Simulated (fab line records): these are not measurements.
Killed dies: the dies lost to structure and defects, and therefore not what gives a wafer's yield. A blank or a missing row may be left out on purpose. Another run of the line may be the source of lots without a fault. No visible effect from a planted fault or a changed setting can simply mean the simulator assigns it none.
Comparing a struck lot with a sound one | flow sfqLine | 20 steps out of a route of 325
Sound: these wafers, L629.2, L629.3, L629.5. Wafers L643.3, L643.5, L643.6 were the ones struck. The cause is given at the end.
Per side, at each step with rows, come the tool, then ch with its chambers, and then its first start. Under that, the readings that differ: sound wafers | struck wafers | difference of the means | sigmas: that difference in standard deviations of wafers without a fault.
alike: readings whose means differ by less than 2 such deviations, and words and numbers that are the same on both sides. not compared: withheld readings, readings that some wafer has no value for, bounds like >300 that may hide the same value, and numbers for which the record gives no deviation and whose values overlap.
The two part at a step that has a row with sigmas, a row that says differs or no value, or rows on one side only. Non-overlapping numbers with no deviation appear without sigmas and do not part them. A reading that every wafer of one side lacks parts them only if that side has two wafers or more.

first, 3 steps without rows for these wafers: SFQ_TRILAYER_I2_VIA_LITHO_EXPOSE_068 (exposes mask I2, target cd 500 nm); SFQ_TRILAYER_I2_VIA_LITHO_PEB_070 (peb time 60 s); SFQ_TRILAYER_I2_VIA_LITHO_DEVELOP_069 (time 60 s).
SFQ_I2_OVL_MEAS_918:
  sound on overlay-02 at day 39 18:22; struck on overlay-01 at day 44 14:46
  alike: I2_OVL
SFQ_TRILAYER_I2_VIA_BARC_OPEN_VIA_ETCH_096: etches BARC in O2, target depth 125 nm, time 41.7 s.
  sound on rieDiel-02 ch 0,1, day 39 18:24; struck on rieDiel-02 ch 0,3, day 44 14:47
  alike: biasW, chamberPressureMTorr, drypumpMotorCurrentA, oesProductAu
  not compared: rfHoursCounterH
SFQ_TRILAYER_I2_VIA_ETCH_VIA_ETCH_070: etches SiO2 in CHF3, stops on Nb, target depth 260 nm.
  sound on rieDiel-02 ch 0,1, day 39 18:26; struck on rieDiel-02 ch 0,3, day 44 14:49
  alike: biasW, chamberPressureMTorr, drypumpMotorCurrentA, oesProductAu
SFQ_TRILAYER_I2_VIA_STRIP_STRIP_071: strips in O2.
  sound on rieMetal-03 ch 0,1, day 39 18:33; struck on rieMetal-04 ch 0,1, day 44 15:08
  alike: chamberPressureMTorr, drypumpMotorCurrentA, oesProductAu
  not compared: rfHoursCounterH
then, 2 steps without rows for these wafers: SFQ_TRILAYER_I2_VIA_STRIP_SOLV_CLEAN_072 (cleans in NMP, time 600 s); SFQ_TRILAYER_M3_DEP_PRE_CLEAN_074 (time 22.5 s).
SFQ_TRILAYER_M3_DEP_SPUTTER_073: material Nb, target thk 200 nm, time 133.3 s.
  sound on pvdSputter-04 at day 39 19:21; struck on pvdSputter-03 at day 44 15:44
  alike: substrateTempC, throttleValvePct
SFQ_M3_RS_MEAS_919: measures by four-point-probe.
  sound on filmMetro-01 at day 39 19:28; struck on filmMetro-03 at day 44 15:52
reading           | sound             | struck            | difference | sigmas
M3_NB_RS (ohm/sq) | 0.909 0.918 0.916 | 0.879 0.875 0.879 | -0.037     | -4
SFQ_TRILAYER_M3_LITHO_COAT_080: resist thk 62 nm.
  sound on lithoTrack-03 ch 0, day 39 19:40; struck on lithoTrack-04 ch 0, day 44 16:07
reading                                             | sound            | struck            | difference | sigmas
model.BARC_of_TRILAYER_M3_LITHO_COAT_080.thkNm (nm) | 62.3 62.33 62.24 | 56.02 55.99 55.96 | -6.30      | 
  alike: chillPlateTempC
then, 5 steps without rows for these wafers: SFQ_TRILAYER_M3_LITHO_COAT_075 (resist thk 600 nm); SFQ_TRILAYER_M3_LITHO_SOFTBAKE_079; SFQ_TRILAYER_M3_LITHO_EXPOSE_076 (exposes mask M3, target cd 500 nm); SFQ_TRILAYER_M3_LITHO_PEB_078 (peb time 60 s); SFQ_TRILAYER_M3_LITHO_DEVELOP_077 (time 60 s).
SFQ_M3_OVL_MEAS_921:
  sound on overlay-01 at day 40 00:18; struck on overlay-02 at day 44 18:16
reading     | sound       | struck   | difference | sigmas
M3_OVL (nm) | -17 -14 -13 | -1 -1 -2 | +13        | +2
SFQ_TRILAYER_M3_BARC_OPEN_METAL_ETCH_100: etches BARC in O2, target depth 125 nm, time 41.7 s.
  sound on rieMetal-01 ch 0,1, day 40 00:20; struck on rieMetal-02 ch 0,1, day 44 18:19
reading                 | sound             | struck            | difference | sigmas
oesProductAu (a.u.)     | 0.687 0.680 0.682 | 0.653 0.656 0.646 | -0.031     | -7
model.etch.depthNm (nm) | 62.3 62.33 62.24  | 56.02 55.99 55.96 | -6.30      | 
  alike: biasW, chamberPressureMTorr, drypumpMotorCurrentA
  not compared: rfHoursCounterH
SFQ_TRILAYER_M3_ETCH_METAL_ETCH_078: etches Nb in Cl2/Ar, stops on SiO2, target depth 240 nm, time 120 s.
  sound on rieMetal-01 ch 0,1, day 40 00:23; struck on rieMetal-02 ch 0,1, day 44 18:24
reading             | sound             | struck            | difference | sigmas
oesProductAu (a.u.) | 0.880 0.873 0.887 | 0.907 0.903 0.897 | +0.022     | +3
  alike: biasW, chamberPressureMTorr, drypumpMotorCurrentA
  not compared: rfHoursCounterH

== WHERE THEY PART ==
First at SFQ_M3_RS_MEAS_919; last, within this record, at SFQ_TRILAYER_M3_ETCH_METAL_ETCH_078.

WHY: what had been put in by the simulator
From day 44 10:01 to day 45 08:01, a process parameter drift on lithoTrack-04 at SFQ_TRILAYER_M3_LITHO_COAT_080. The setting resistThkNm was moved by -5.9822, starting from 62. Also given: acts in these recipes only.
